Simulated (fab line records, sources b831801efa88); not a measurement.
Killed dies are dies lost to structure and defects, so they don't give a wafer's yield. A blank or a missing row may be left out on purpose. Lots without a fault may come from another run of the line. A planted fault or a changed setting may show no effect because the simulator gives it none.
fab line records | flow sky130
record lots=10 wafers=30 last_day=50
route steps=708 shown METAL1@454 VIA1@459 CAP2M@616 PAD_OPEN@708
lots that met no fault: from a run of the same line without faults
start_h: hours from the record's first day to the start of the lot's first wafer shown | wait_h: hours since the lot's step before | " the same as in the row above | L1.1+2: a row that stands for several wafers | - no value, or no start given | * or withheld: withheld | < > ~ a bound
route shown NAME@n: a module of which the file shows steps, and the number in the route of the first | usual: mean/standard deviation of fault-free wafers | same: alike in all rows | chamber/n: place in a boat | sites: the reading at each site | _std_site: their standard deviation | _edge_site: outer sites' mean less inner sites' | radius_mm: how far each site lies from the wafer's centre | mask NAME#n: copy n | behind: the tool/chamber that last shaped the wafer | hold: why the lot was held/for how many hours/how that ended | device: the transistor (n, p or np) that didn't switch | end of line: the same wafers' tests at the end of the route | a step without rows: its recipe alone | killed: dies lost to structure and defects at the first sort, not the wafer's yield | map: a wafer's dies, x killed, . not, _ none there
set.NAME: the setting as run; set.NAME@STEP: as run at that earlier step | model.NAME: the simulator's own value behind a step, which no gauge read
steps of the route over a sample of lots; a table a step, a row a wafer
services: from which hour (start_h, from the record's first day; less than 0 if before it) a tool's chamber was out of use, for how many hours, and why
## steps
# step SKY_METAL1_STRIP_20
# recipe chemistry=O2/N2 power_w=1400 pressure_mtorr=1500 platen_temp_c=withheld o2_flow_sccm=3000 n2_flow_sccm=300 overash_fraction=0.4739
# usual drypump_motor_current_A=5.6/0.32 o2_flow_sccm=2999/9.3 oes_product_au=0.344/0.0051 strip_time_to_endpoint_s=2.71/0.042
# columns lot.wafer tool chamber start_h wait_h drypump_motor_current_A o2_flow_sccm oes_product_au rf_hours_counter_h strip_time_to_endpoint_s
L448.2 plasma_asher-03 1 772.24 0.1 5.3 2995 0.338 61 2.65
L448.4 " 1 " " 5.3 3006 0.346 - 2.68
L448.5 " 1 " " 5.3 3009 0.347 - 2.70
L458.2 plasma_asher-02 1 857.66 0.1 5.4 3000 0.338 40 2.68
L458.4 " 1 " " 5.4 2991 0.342 - 2.64
L458.5 " 0 " " 5.3 2992 0.333 - 2.68
L459.1 plasma_asher-02 0 863.12 0.1 5.3 3005 0.341 40 2.77
L459.2 " 1 " " 5.4 2994 0.342 40 2.73
L459.6 " 1 " " 5.4 3001 0.342 - 2.75
L460.1 plasma_asher-02 0 872.97 0.1 5.3 2998 0.339 41 2.67
L460.5 " 1 " " 5.4 2995 0.336 - 2.75
L460.6 " 0 " " 5.3 3014 0.341 - 2.64
L461.2 plasma_asher-02 0 874.87 0.1 5.3 3003 0.340 42 2.68
L461.4 " 0 " " 5.3 2998 0.348 - 2.68
L461.5 " 1 " " 5.4 2991 0.343 - 2.69
L463.1 plasma_asher-02 1 894.64 0.1 5.4 3007 0.343 44 2.72
L463.5 " 1 " " 5.4 2991 0.345 - 2.72
L463.6 " 0 " " 5.3 3007 0.339 - 2.70
L464.1 plasma_asher-02 1 904.34 0.1 5.4 3014 0.337 45 2.74
L464.3 " 1 " " 5.5 2998 0.341 - 2.76
L464.5 " 1 " " 5.4 3007 0.341 - 2.75
L465.1 plasma_asher-04 1 908.49 0.1 6.1 2990 0.337 16 2.71
L465.4 " 0 " " 5.7 2992 0.345 - 2.71
L465.6 " 0 " " 5.7 2986 0.341 - 2.70
L466.2 plasma_asher-04 1 916.64 0.1 6.1 3008 0.347 17 2.77
L466.3 " 1 " " 6.2 3014 0.353 - 2.75
L466.5 " 1 " " 6.1 3007 0.344 - 2.74
L468.1 plasma_asher-03 1 928.07 0.1 5.3 3026 0.340 75 2.67
L468.2 " 0 " " 5.9 3008 0.334 75 2.72
L468.5 " 0 " " 5.9 3014 0.342 - 2.74
# step SKY_VIA1_THK_MEAS_01
# recipe reads=SiO2_of_VIA1_HDPCVD_00
# usual VIA1_HDPCVD_THK=1026/10
# columns lot.wafer tool chamber start_h wait_h VIA1_HDPCVD_THK[nm]
L448.2 film_metro-04 - 772.97 0.1 1027
L448.4 " - " " 1019
L448.5 " - " " 1015
L458.2 film_metro-01 - 858.37 0.1 1019
L458.4 " - " " 1030
L458.5 " - " " 1017
L459.1 film_metro-01 - 863.84 0.1 1020
L459.2 " - " " 1032
L459.6 " - " " 1026
L460.1 film_metro-03 - 873.68 0.1 1032
L460.5 " - " " 1024
L460.6 " - " " 1042
L461.2 film_metro-04 - 875.59 0.1 1045
L461.4 " - " " 1046
L461.5 " - " " 1039
L463.1 film_metro-04 - 895.41 0.1 1037
L463.5 " - " " 1047
L463.6 " - " " 1028
L464.1 film_metro-04 - 905.05 0.1 1034
L464.3 " - " " 1045
L464.5 " - " " 1043
L465.1 film_metro-03 - 909.20 0.1 1027
L465.4 " - " " 1030
L465.6 " - " " 1009
L466.2 film_metro-04 - 917.41 0.1 1028
L466.3 " - " " 1043
L466.5 " - " " 1040
L468.1 film_metro-04 - 928.78 0.1 1015
L468.2 " - " " 1007
L468.5 " - " " 1017
# step SKY_VIA1_CMP_24
# recipe stop_on=SiO2 t_overpolish_s=15 down_force_psi=3.5 platen_rpm=60 target_thk_nm=0 pad_velocity_m_s=0.94248
# usual head_pressure_psi=3.500/0.0084 motor_current_A=10.9/1.3 overpolish_run_s=15.000/0.0099 retaining_ring_pressure_frac=1.000/0.0048 time_to_endpoint_s=64/3.1
# columns lot.wafer tool chamber start_h wait_h head_pressure_psi motor_current_A overpolish_run_s retaining_ring_pressure_frac time_to_endpoint_s
L448.2 cmp-01 0 801.55 0.1 3.501 9.3 15.004 0.999 66
L448.4 " 1 " " 3.500 13.7 14.997 1.003 68
L448.5 " 2 " " 3.503 10.8 14.997 1.007 68
L458.4 cmp-01 1 885.79 0.1 3.498 13.0 14.994 0.994 66
L458.2 " 2 " " 3.502 11.1 15.007 0.998 64
L458.5 " 1 " " 3.509 12.8 15.004 1.007 65
L459.1 cmp-02 2 891.09 0.1 3.502 10.8 15.010 0.992 61
L459.2 " 3 " " 3.504 11.8 14.998 0.999 64
L459.6 " 2 " " 3.505 10.9 14.993 0.993 62
L460.1 cmp-01 1 900.71 0.2 3.495 12.8 14.985 0.996 63
L460.5 " 2 " " 3.506 11.2 14.992 0.998 62
L460.6 " 3 " " 3.511 10.1 14.988 1.002 66
L461.4 cmp-01 2 902.08 0.1 3.506 11.1 15.000 1.000 68
L461.2 " 0 " " 3.507 9.4 14.998 1.001 66
L461.5 " 1 " " 3.493 13.4 14.979 1.000 68
L463.1 cmp-01 3 922.64 0.4 3.502 10.6 14.988 1.001 60
L463.5 " 3 " " 3.505 10.2 15.001 0.994 63
L463.6 " 0 " " 3.502 9.3 15.007 0.997 63
L464.1 cmp-02 1 932.03 0.1 3.508 8.7 15.008 0.999 61
L464.3 " 2 " " 3.488 11.1 14.994 0.996 57
L464.5 " 3 " " 3.507 11.1 15.002 0.995 63
L465.1 cmp-02 0 934.05 0.1 3.498 11.4 15.011 1.004 61
L465.4 " 1 " " 3.510 8.5 14.996 1.006 63
L465.6 " 0 " " 3.498 11.1 15.006 1.016 61
L466.3 cmp-02 3 943.37 0.0 3.507 11.6 15.004 1.001 65
L466.2 " 1 " " 3.504 8.9 15.012 1.005 62
L466.5 " 3 " " 3.500 11.4 14.993 1.002 67
L468.1 cmp-01 2 954.44 0.1 3.501 11.3 15.005 0.996 65
L468.2 " 1 " " 3.507 12.4 14.983 0.999 71
L468.5 " 2 " " 3.511 11.6 15.004 0.998 65
# step SKY_CAP2M_METAL_ETCH_13
# recipe target_depth_nm=220 stop_on=SiO2 chemistry=Cl2/BCl3 target=TiN pressure_mtorr=10 icp_w=900 bias_w=48.5 Cl2_flow_sccm=60 bcl3_flow_sccm=30 time_s=62.9
# usual bcl3_flow_sccm=29.99/0.092 bias_w=48.52/0.16 drypump_motor_current_A=5.9/0.37 he_backside_leak_sccm=3.41/0.17 oes_product_au=0.931/0.0076 throttle_valve_pct=21.907/0.011 time_s=62.9/0
# columns lot.wafer tool chamber start_h wait_h bcl3_flow_sccm bias_w drypump_motor_current_A he_backside_leak_sccm oes_product_au rf_hours_counter_h throttle_valve_pct time_s
L448.2 rie_metal-03 0 961.02 0.0 29.92 48.56 6.4 3.29 0.914 17 21.915 62.9
L448.4 " 1 " " 30.00 48.34 5.8 3.26 0.918 - 21.923 62.9
L448.5 " 0 " " 30.04 48.44 6.5 3.47 0.929 - 21.893 62.9
L458.2 rie_metal-04 1 1037.40 0.0 - - - - - - - -
L458.4 " 0 " " - - - - - - - -
L458.5 " 1 " " - - - - - - - -
L459.1 rie_metal-02 0 1041.36 0.0 - - - - - - - -
L459.2 " 1 " " - - - - - - - -
L459.6 " 0 " " - - - - - - - -
L460.1 rie_metal-03 0 1050.86 0.0 - - - - - - - -
L460.5 " 1 " " - - - - - - - -
L460.6 " 0 " " - - - - - - - -
L461.2 rie_metal-03 1 1052.36 0.0 29.93 48.67 5.8 3.37 0.946 8 21.900 62.9
L461.4 " 0 " " 29.96 48.34 6.4 3.28 0.932 - 21.906 62.9
L461.5 " 0 " " 30.01 48.17 6.4 3.21 0.925 - 21.905 62.9
L463.1 rie_metal-03 0 1070.52 0.0 30.17 48.33 6.4 3.34 0.935 5 21.927 62.9
L463.5 " 0 " " 30.02 48.64 6.4 3.38 0.929 - 21.907 62.9
L463.6 " 1 " " 30.03 48.66 5.8 3.43 0.928 - 21.904 62.9
L464.1 rie_metal-03 0 1079.15 0.0 29.97 48.63 6.4 3.33 0.924 5 21.912 62.9
L464.3 " 1 " " 30.12 48.47 5.8 3.18 0.928 - 21.896 62.9
L464.5 " 0 " " 30.02 48.62 6.4 3.21 0.929 - 21.916 62.9
L465.1 rie_metal-02 1 1079.61 0.0 29.97 48.67 5.8 3.37 0.925 22 21.904 62.9
L465.4 " 1 " " 29.96 48.54 5.8 3.21 0.930 - 21.919 62.9
L465.6 " 0 " " 30.12 48.53 5.4 3.71 0.931 - 21.916 62.9
L466.2 rie_metal-02 0 1087.17 0.0 29.97 48.67 5.5 3.55 0.933 14 21.910 62.9
L466.3 " 1 " " 30.09 48.61 5.8 3.37 0.921 - 21.907 62.9
L466.5 " 1 " " 30.10 48.46 5.8 3.25 0.929 - 21.902 62.9
L468.1 rie_metal-04 1 1097.42 0.0 29.91 48.66 6.5 3.65 0.929 12 21.915 62.9
L468.2 " 0 " " 30.17 48.58 5.5 3.51 0.933 16 21.901 62.9
L468.5 " 0 " " 30.05 48.42 5.5 3.36 0.920 - 21.898 62.9
# step SKY_CAP2M_STRIP_14
# recipe chemistry=O2/N2 power_w=1400 pressure_mtorr=1500 platen_temp_c=withheld o2_flow_sccm=3000 n2_flow_sccm=300 overash_fraction=0.5
# usual drypump_motor_current_A=5.6/0.33 o2_flow_sccm=3000/8.3 oes_product_au=0.710/0.0046 strip_time_to_endpoint_s=12.67/0.043
# columns lot.wafer tool chamber start_h wait_h drypump_motor_current_A o2_flow_sccm oes_product_au rf_hours_counter_h strip_time_to_endpoint_s
L448.2 plasma_asher-02 1 961.10 0.1 5.4 2997 0.710 51 12.70
L448.4 " 0 " " 5.3 2998 0.713 - 12.70
L448.5 " 0 " " 5.3 3009 0.711 - 12.74
L458.2 plasma_asher-03 1 1037.48 0.1 5.3 2986 0.720 85 14.22
L458.4 " 0 " " 5.9 2998 0.709 - 14.22
L458.5 " 0 " " 5.9 2997 0.715 - 14.23
L459.1 plasma_asher-01 1 1041.44 0.1 6.2 3001 0.716 123 14.22
L459.2 " 0 " " 5.4 2994 0.714 123 14.22
L459.6 " 1 " " 6.3 3004 0.717 - 14.23
L460.1 plasma_asher-01 0 1050.94 0.1 5.4 3017 0.713 124 14.19
L460.5 " 1 " " 6.2 2984 0.713 - 14.26
L460.6 " 0 " " 5.4 3015 0.720 - 14.23
L461.2 plasma_asher-02 0 1052.44 0.1 5.3 2994 0.710 60 12.71
L461.4 " 0 " " 5.3 3014 0.701 - 12.74
L461.5 " 0 " " 5.3 3013 0.705 - 12.68
L463.1 plasma_asher-03 1 1070.60 0.1 5.3 2995 0.703 89 12.70
L463.5 " 0 " " 5.9 2999 0.712 - 12.70
L463.6 " 1 " " 5.3 2986 0.709 - 12.67
L464.1 plasma_asher-03 1 1079.23 0.1 5.3 2978 0.712 90 12.75
L464.3 " 1 " " 5.3 2988 0.714 - 12.68
L464.5 " 0 " " 5.9 2989 0.709 - 12.70
L465.1 plasma_asher-02 1 1079.69 0.1 5.4 3008 0.708 63 12.61
L465.4 " 1 " " 5.4 3007 0.709 - 12.67
L465.6 " 0 " " 5.3 2992 0.709 - 12.71
L466.2 plasma_asher-02 0 1087.25 0.1 5.3 3002 0.705 64 12.70
L466.3 " 1 " " 5.4 2989 0.704 - 12.58
L466.5 " 0 " " 5.3 3012 0.716 - 12.62
L468.1 plasma_asher-03 1 1097.50 0.1 5.3 2993 0.711 92 12.71
L468.2 " 0 " " 5.9 3007 0.713 92 12.66
L468.5 " 0 " " 5.9 2996 0.711 - 12.69
# step SKY_PAD_OPEN_PROBE_99
# usual defect_limited_yield=82.8/1.8 killed_at_M0_to_M3=43/6.3 killed_at_M4_up=3.1/1.9 killed_at_contacts=24/5.1 killed_at_front_end=14/4.3 killed_at_other=0.3/0.53 killed_dies=85/8.8 killed_on_rim=17/3.9 killed_open=46/7.1 killed_short=38/5.9 sort_bin_3_pad_short=0.8/0.41 sort_bin_5_function=10.4/1.5 sort_bin_6_memory=6.1/1.1 sort_n_pass=407/8.8 sort_yield_pct=82.8/1.8
# same gross_dies=492 killed_at_back_side=0 sort_bin_4_leakage[%]=0 sort_bin_8_speed[%]=0
# columns lot.wafer tool chamber start_h wait_h defect_limited_yield[%] killed_at_M0_to_M3 killed_at_M4_up killed_at_contacts killed_at_front_end killed_at_other killed_dies killed_on_rim killed_open killed_short sort_bin_3_pad_short[%] sort_bin_5_function[%] sort_bin_6_memory[%] sort_n_pass sort_yield_pct[%]
L448.2 prober-01 - 1082.82 0.1 82.5 49 3 20 14 0 86 14 52 34 0.8 9.8 6.9 406 82.5
L448.4 prober-01 - 1082.92 0.2 83.3 45 6 18 13 0 82 15 47 35 0.6 11.8 4.3 410 83.3
L448.5 prober-01 - 1082.97 0.2 82.9 40 7 25 12 0 84 17 45 39 0.8 9.6 6.7 408 82.9
L458.2 prober-01 - 1145.50 0.1 0 46 2 18 19 407 492 96 45 40 0.4 92.9 6.7 0 0
L458.4 prober-01 - 1145.60 0.2 0 41 4 21 11 415 492 96 41 36 0.2 94.5 5.3 0 0
L458.5 prober-01 - 1145.65 0.2 0 42 2 27 20 401 492 96 41 51 1.4 93.1 5.5 0 0
L459.1 prober-02 - 1148.38 0.1 0 48 1 24 11 408 492 96 45 38 0.6 93.5 5.9 0 0
L459.2 prober-02 - 1148.43 0.1 0 42 1 27 8 414 492 96 30 47 0.6 94.3 5.1 0 0
L459.6 prober-02 - 1148.63 0.2 0 36 5 22 19 410 492 96 55 27 0.4 94.1 5.5 0 0
L460.1 prober-01 - 1157.00 0.1 0 40 1 25 17 409 492 96 44 39 0.8 93.9 5.3 0 0
L460.5 prober-01 - 1157.20 0.2 0 33 2 30 12 415 492 96 45 33 1.0 95.5 3.5 0 0
L460.6 prober-01 - 1157.25 0.2 0 38 4 23 16 411 492 96 40 41 1.4 94.3 4.3 0 0
L461.2 prober-02 - 1157.33 0.1 80.9 45 6 25 17 1 94 21 54 40 1.6 11.8 5.7 398 80.9
L461.4 prober-02 - 1157.43 0.2 80.3 47 6 30 14 0 97 20 53 44 1.2 12.6 5.9 395 80.3
L461.5 prober-02 - 1157.48 0.2 82.3 40 3 24 20 0 87 11 45 42 1.0 9.3 7.3 405 82.3
L465.1 prober-02 - 1180.79 0.1 85.8 36 3 22 9 0 70 10 42 28 0.6 8.3 5.3 422 85.8
L465.4 prober-02 - 1180.94 0.2 82.3 44 1 23 19 0 87 15 49 38 0 11.6 6.1 405 82.3
L465.6 prober-02 - 1181.04 0.2 83.1 47 3 19 14 0 83 16 47 36 0.8 9.6 6.5 409 83.1
# killed by level:class
L448.2 VIA1:geometric_particle:open=12 CONTACT:geometric_particle:open=10 VIA3:geometric_particle:open=7 VIA1:geometric_particle:short=5 VIA2:geometric_particle:open=5 METAL1:geometric_particle:short=5 VIA3:geometric_particle:short=5 FIELD_ISO:geometric_particle:open=4
L448.4 VIA1:geometric_particle:open=12 VIA3:geometric_particle:open=8 CONTACT:geometric_particle:open=6 VIA2:geometric_particle:open=6 METAL3:geometric_particle:short=6 METAL4:geometric_particle:short=5 POLY_GATE:geometric_particle:short=4 LI_CONTACT:geometric_particle:open=4
L448.5 LI_CONTACT:geometric_particle:open=13 VIA1:geometric_particle:open=7 VIA2:geometric_particle:open=7 VIA3:geometric_particle:open=7 CONTACT:geometric_particle:open=6 METAL4:geometric_particle:short=6 CONTACT:geometric_particle:short=5 METAL3:geometric_particle:short=5
L458.2 CAP2M:area_etch=407 VIA1:geometric_particle:open=10 FIELD_ISO:geometric_particle:short=8 METAL1:geometric_particle:short=8 CONTACT:geometric_particle:open=8 LI_CONTACT:geometric_particle:open=7 VIA2:geometric_particle:open=7 METAL2:geometric_particle:short=6
L458.4 CAP2M:area_etch=415 VIA1:geometric_particle:open=12 CONTACT:geometric_particle:open=8 METAL1:geometric_particle:short=7 LI_CONTACT:geometric_particle:open=6 VIA3:geometric_particle:short=5 FIELD_ISO:geometric_particle:short=4 LOCAL_INTERCONNECT:geometric_particle:short=4
L458.5 CAP2M:area_etch=400 LI_CONTACT:geometric_particle:open=9 CONTACT:geometric_particle:open=9 METAL1:geometric_particle:short=8 VIA1:geometric_particle:open=8 LOCAL_INTERCONNECT:geometric_particle:short=7 FIELD_ISO:geometric_particle:open=5 METAL3:geometric_particle:short=5
L459.1 CAP2M:area_etch=408 CONTACT:geometric_particle:open=12 VIA1:geometric_particle:open=9 VIA1:geometric_particle:short=7 METAL1:geometric_particle:short=6 METAL2:geometric_particle:short=6 VIA2:geometric_particle:open=6 LI_CONTACT:geometric_particle:open=5
L459.2 CAP2M:area_etch=414 LI_CONTACT:geometric_particle:open=8 METAL2:geometric_particle:short=8 CONTACT:geometric_particle:open=7 VIA1:geometric_particle:open=7 VIA1:geometric_particle:short=6 METAL1:geometric_particle:short=6 LI_CONTACT:geometric_particle:short=5
L459.6 CAP2M:area_etch=410 VIA1:geometric_particle:open=12 CONTACT:geometric_particle:open=11 VIA2:geometric_particle:open=7 FIELD_ISO:geometric_particle:open=6 LI_CONTACT:geometric_particle:open=6 METAL2:geometric_particle:short=5 POLY_GATE:geometric_particle:short=4
L460.1 CAP2M:area_etch=409 VIA1:geometric_particle:open=12 CONTACT:geometric_particle:short=9 FIELD_ISO:geometric_particle:open=7 CONTACT:geometric_particle:open=7 VIA2:geometric_particle:open=6 FIELD_ISO:geometric_particle:short=5 VIA3:geometric_particle:short=4
L460.5 CAP2M:area_etch=414 LI_CONTACT:geometric_particle:open=12 CONTACT:geometric_particle:open=8 VIA1:geometric_particle:open=7 METAL2:geometric_particle:short=5 LOCAL_INTERCONNECT:geometric_particle:short=4 CONTACT:geometric_particle:short=4 METAL1:geometric_particle:short=4
L460.6 CAP2M:area_etch=411 VIA3:geometric_particle:open=8 CONTACT:geometric_particle:open=5 LI_CONTACT:geometric_particle:open=5 VIA1:geometric_particle:short=5 METAL2:geometric_particle:short=5 VIA2:geometric_particle:open=5 POLY_GATE:geometric_particle:short=4
L461.2 VIA2:geometric_particle:open=12 CONTACT:geometric_particle:open=11 FIELD_ISO:geometric_particle:short=7 VIA3:geometric_particle:open=7 VIA1:geometric_particle:short=5 VIA1:geometric_particle:open=5 POLY_GATE:geometric_particle:short=4 POLY_GATE:geometric_particle:open=4
L461.4 CONTACT:geometric_particle:open=12 VIA1:geometric_particle:open=10 VIA2:geometric_particle:open=8 METAL1:geometric_particle:short=7 VIA3:geometric_particle:open=7 LI_CONTACT:geometric_particle:open=6 LOCAL_INTERCONNECT:geometric_particle:short=5 POLY_GATE:geometric_particle:short=4
L461.5 LI_CONTACT:geometric_particle:open=10 FIELD_ISO:geometric_particle:open=7 METAL1:geometric_particle:short=7 VIA1:geometric_particle:open=7 FIELD_ISO:geometric_particle:short=6 CONTACT:geometric_particle:open=6 METAL3:geometric_particle:short=5 VIA3:geometric_particle:open=5
L465.1 VIA1:geometric_particle:open=11 CONTACT:geometric_particle:open=7 LI_CONTACT:geometric_particle:open=6 VIA3:geometric_particle:open=5 CONTACT:geometric_particle:short=4 METAL1:geometric_particle:short=4 METAL3:geometric_particle:short=4 VIA3:geometric_particle:short=4
L465.4 VIA1:geometric_particle:open=9 CONTACT:geometric_particle:short=7 LI_CONTACT:geometric_particle:open=7 VIA2:geometric_particle:open=7 METAL2:geometric_particle:short=6 VIA3:geometric_particle:open=6 CONTACT:geometric_particle:open=6 POLY_GATE:geometric_particle:short=5
L465.6 VIA1:geometric_particle:open=13 CONTACT:geometric_particle:open=9 METAL1:geometric_particle:short=7 VIA2:geometric_particle:open=7 VIA3:geometric_particle:open=7 POLY_GATE:geometric_particle:open=5 LOCAL_INTERCONNECT:geometric_particle:short=4 METAL2:geometric_particle:short=4
## services
# columns tool chamber start_h hours kind
plasma_asher-02 - 755.70 4.7 repair
cmp-02 - 771.70 7.8 repair
cmp-02 - 793.49 3.2 repair
cmp-01 - 802.23 0.9 repair
cmp-02 - 825.09 4.3 pm
cmp-02 - 830.75 5.3 pm
cmp-02 - 842.23 0.2 repair
cmp-02 - 855.82 13.4 pm
plasma_asher-03 - 877.48 1.0 repair
plasma_asher-03 - 907.12 14.6 pm
cmp-01 - 912.11 4.0 pm
plasma_asher-03 - 922.11 4.3 repair
plasma_asher-02 - 931.53 2.7 repair
plasma_asher-02 - 935.02 3.1 repair
cmp-02 - 936.03 0.7 repair
rie_metal-03 - 945.81 0.8 repair
plasma_asher-03 - 950.70 0.7 repair
plasma_asher-02 - 994.19 0.8 repair
rie_metal-03 - 1028.15 1.4 pm
cmp-01 - 1049.54 2.5 repair
cmp-02 - 1050.85 4.0 repair
cmp-02 - 1055.54 0.9 repair
plasma_asher-02 - 1070.13 3.1 repair
cmp-01 - 1088.00 5.8 pm
## key
first_sign step=SKY_CAP2M_METAL_ETCH_13 reading=tool_record direction=missing
effect step=SKY_CAP2M_STRIP_14 reading=strip_time_to_endpoint_s direction=up sigmas=36 usual=* struck=*
effect step=SKY_PAD_OPEN_PROBE_99 reading=killed_at_other direction=up sigmas=99+ usual=0.3 struck=410
more_kills_born_at SKY_CAP2M_METAL_ETCH_13@rie_metal-03=1234 SKY_CAP2M_METAL_ETCH_13@rie_metal-02=1232 SKY_CAP2M_METAL_ETCH_13@rie_metal-04=1222
met_at SKY_CAP2M_METAL_ETCH_13
struck_lots L458,L459,L460
later_rows_left_out L458.2,L458.4,L458.5,L459.1,L459.2,L459.6,L460.1,L460.5,L460.6
not_acting_at SKY_METAL1_STRIP_20,SKY_VIA1_THK_MEAS_01,SKY_VIA1_CMP_24
onset_between 961.02 1037.40
fault kind=skipped_step_whole tool=rie_metal-02,rie_metal-03,rie_metal-04 chamber=- onset_h=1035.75 steps=SKY_CAP2M_METAL_ETCH_13 scope=struck_lots_only
# later_rows_left_out: the simulator's readings of these wafers behind a module that went badly wrong aren't trusted and aren't shown, but for the sort
